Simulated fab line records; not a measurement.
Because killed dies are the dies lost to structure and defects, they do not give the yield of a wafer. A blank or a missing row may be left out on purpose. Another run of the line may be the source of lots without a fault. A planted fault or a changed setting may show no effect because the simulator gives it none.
Comparing a struck lot with a sound one :: flow gf180mcu :: 16 out of 602 route steps
Sound: the wafers L501.1, L501.2, L501.3. The struck wafers were L509.1, L509.3, L509.6. The cause is given at the end.
For every step that has rows: the tool of each side, followed by ch and its chambers, followed by its first start. Under that, the readings that differ: sound wafers :: struck wafers :: difference of the means :: sigmas: that difference in standard deviations of wafers without a fault.
alike: words and numbers the same on both sides, and readings whose means are apart by under 2 such deviations; not compared: readings that were withheld, readings missing a value for some wafer, numbers with overlapping values and no deviation given by the record, and bounds like >300 which may hide the same value.
The two part at a step that has a row with sigmas, a row that says differs or no value, or rows on one side only. Numbers that don't overlap but have no deviation are shown without sigmas and don't part them. A reading that every wafer of one side lacks parts them only if that side has two wafers or more.

first, 3 steps without rows for these wafers: GF_M5_EXPOSE_04 (exposes mask Metal5, target cd 280 nm); GF_M5_PEB_05 (peb time 88.11 s); GF_M5_DEVELOP_06 (develop time 60 s).
GF_M5_CD_MEAS_07 targets a cd of 280 nm.
  struck on cdSem-01, day 29 02:04; sound on cdSem-01, day 26 06:55
  alike: cdNm
GF_M5_OVL_MEAS_08:
  struck on overlay-01, day 29 02:11; sound on overlay-01, day 26 07:02
  alike: M5_OVL
GF_M5_ETCH_09: etches Si3N4 in CF4/O2, target depth 52 nm, time 11.6 s.
  sound on rieDiel-02 ch 0,1,3, day 26 07:04; struck on rieDiel-01 ch 1,2,3, day 29 02:13
  alike: cf4FlowSccm, chamberPressureMTorr, drypumpMotorCurrentA, oesProductAu, throttleValvePct
  not compared: rfHoursCounterH
GF_M5_METAL_ETCH_10: etches the open film in Cl2/BCl3, stops on SiO2, target depth 627.5 nm, time 104.6 s.
  sound on rieMetal-02 ch 0,1, day 26 07:05; struck on rieMetal-03 ch 0,1, day 29 02:14
  alike: chamberPressureMTorr, drypumpMotorCurrentA, oesProductAu, throttleValvePct
  not compared: rfHoursCounterH
GF_M5_STRIP_11: strips in O2/N2.
  sound on plasmaAsher-04 ch 0,1, day 26 07:12; struck on plasmaAsher-04 ch 0,1, day 29 02:21
  alike: chamberPressureMTorr, drypumpMotorCurrentA, heaterPowerW, oesProductAu, stripTimeToEndpointS
  not compared: rfHoursCounterH
then, 3 steps without rows for these wafers: GF_M5_STRIP_12 (strips in post etch residue remover, time 1200 s); GF_M5_CLEAN_13 (cleans in DIW); GF_V5_CVD_00 (deposits SiO2, target thk 300 nm, time 50 s).
GF_V5_THK_MEAS_01:
  struck on filmMetro-01, day 29 02:59; sound on filmMetro-01, day 26 07:47
  alike: V5_CVD_00_THK
GF_V5_CVD_02: deposits SiO2 from TEOS, target thk 1450 nm, time 163.28 s.
  sound on pecvd-04 ch 0,1,2, day 26 07:50; struck on pecvd-03 ch 0,1, day 29 03:02
reading: heaterPowerW (W)
sound: 539 537 641
struck: 756 755 674
difference: +156
sigmas: +2

reading: rfFwdPowerW (W)
sound: 598.0 593.9 599.1
struck: 361.8 358.3 360.8
difference: -236.7
sigmas: -99 or more

reading: model.SiO2_of_V5_CVD_02.thkNm (nm)
sound: 1470 1496 1483
struck: 1210 1222 1241
difference: -259
sigmas: 
GF_V5_THK_MEAS_03:
  struck on filmMetro-03, day 29 03:12; sound on filmMetro-04, day 26 07:57
reading: V5_CVD_02_THK (nm)
sound: 1470 1497 1482
struck: 1210 1221 1241
difference: -259
sigmas: -12
GF_V5_CMP_04: polishes SiO2.
  sound on cmp-01 ch 1,2,3, day 26 08:04; struck on cmp-01 ch 0,3, day 29 03:17
  alike: motorCurrentA
-- the record jumps here: 2 days lie between the struck wafers' starts before and after (it left off in module V5 and takes up again in module PASSIVATION, whose first step shown is number 602 of the route) --
GF_PASSIVATION_PROBE_99:
  record: rows for the struck wafers here (prober-01, day 31 14:37), none for the sound ones

== WHERE THEY PART ==
Last at GF_PASSIVATION_PROBE_99 as far as this record goes, first at GF_V5_CVD_02.

WHY: what had been put in by the simulator
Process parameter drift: pecvd-03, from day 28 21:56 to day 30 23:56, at GF_V5_CVD_02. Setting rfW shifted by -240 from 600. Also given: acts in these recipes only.
